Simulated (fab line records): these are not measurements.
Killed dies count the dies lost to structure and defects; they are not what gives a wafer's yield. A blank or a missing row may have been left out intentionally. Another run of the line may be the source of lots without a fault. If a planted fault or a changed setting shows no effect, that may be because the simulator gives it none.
Matching of chambers	flow sky130	SKY_CONTACT_CMP_27 on cmp-01 has 4 sister chambers
The step polishes, stops on SiO2, t overpolish 15 s, target thk 0 nm. 18 wafers are shown with their chamber, then 9 later ones without.

== WAFERS PAIRED WITH THEIR CHAMBERS ==
wafer	chamber	motor_current_A (A)	head_pressure_psi (psi)	slurry_filter_dp_kPa (kPa)
L706.2	0	10.8	3.503	13.53
L706.4	2	11.5	3.498	13.68
L706.6	2	11.4	3.497	13.58
L708.2	0	10.7	3.508	13.62
L708.3	3	12.9	3.492	13.63
L708.6	2	10.9	3.500	13.52
L709.2	3	12.0	3.496	13.26
L709.5	2	11.3	3.501	13.51
L709.6	3	12.8	3.501	13.54
L710.2	1	9.5	3.494	13.28
L710.3	2	11.1	3.487	13.73
L710.6	3	12.6	3.495	13.55
L717.1	0	10.5	3.493	13.27
L717.3	1	9.7	3.501	13.67
L717.6	0	10.9	3.498	13.38
L719.3	1	9.8	3.511	13.62
L719.5	3	11.9	3.503	13.67
L719.6	2	11.0	3.493	13.58

SIGNATURES (means of the wafers above)
reading	chamber 0	chamber 1	chamber 2	chamber 3	scatter within a chamber
motor_current_A	10.725	9.667	11.200	12.440	0.301
head_pressure_psi	3.50050	3.50200	3.49600	3.49740	0.00591
slurry_filter_dp_kPa	13.4500	13.5233	13.6000	13.5300	0.147
Rule: for each reading, subtract the chamber's mean from the wafer's reading, divide by that reading's scatter and square the result; add these up over the readings and take the root, which gives the wafer's distance from the chamber. The wafer belongs to the nearest chamber; if the next one is less than 2 further off, it can't be placed. How the scatter is found: for the shown wafers, subtract from each reading the mean of its chamber, square and add these, divide the total by (wafers less chambers), then take the root.

== WAFERS MISSING THEIR CHAMBER ==
wafer	motor_current_A (A)	head_pressure_psi (psi)	slurry_filter_dp_kPa (kPa)
L720.2	9.8	3.498	13.34
L720.3	13.2	3.505	13.44
L720.5	11.0	3.501	13.44
L721.2	11.3	3.487	13.30
L721.3	10.0	3.512	13.31
L721.6	11.4	3.501	13.63
L725.1	12.1	3.501	13.58
L725.5	10.7	3.501	13.37
L725.6	9.3	3.510	13.53

== WHICH CHAMBER EACH ONE RAN IN ==
wafer	from the rows above	in truth
L720.2	can't be placed: 1 or 0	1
L720.3	3	3
L720.5	can't be placed: 0 or 2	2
L721.2	can't be placed: 2 or 0 or 3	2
L721.3	can't be placed: 1 or 0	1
L721.6	can't be placed: 2 or 0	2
L725.1	can't be placed: 3 or 2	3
L725.5	can't be placed: 0 or 2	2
L725.6	1	1
Placed correctly: 2 of 9. From these rows, 7 cannot be placed; in 7 the true chamber is one of the candidates. 0 placed wrongly.
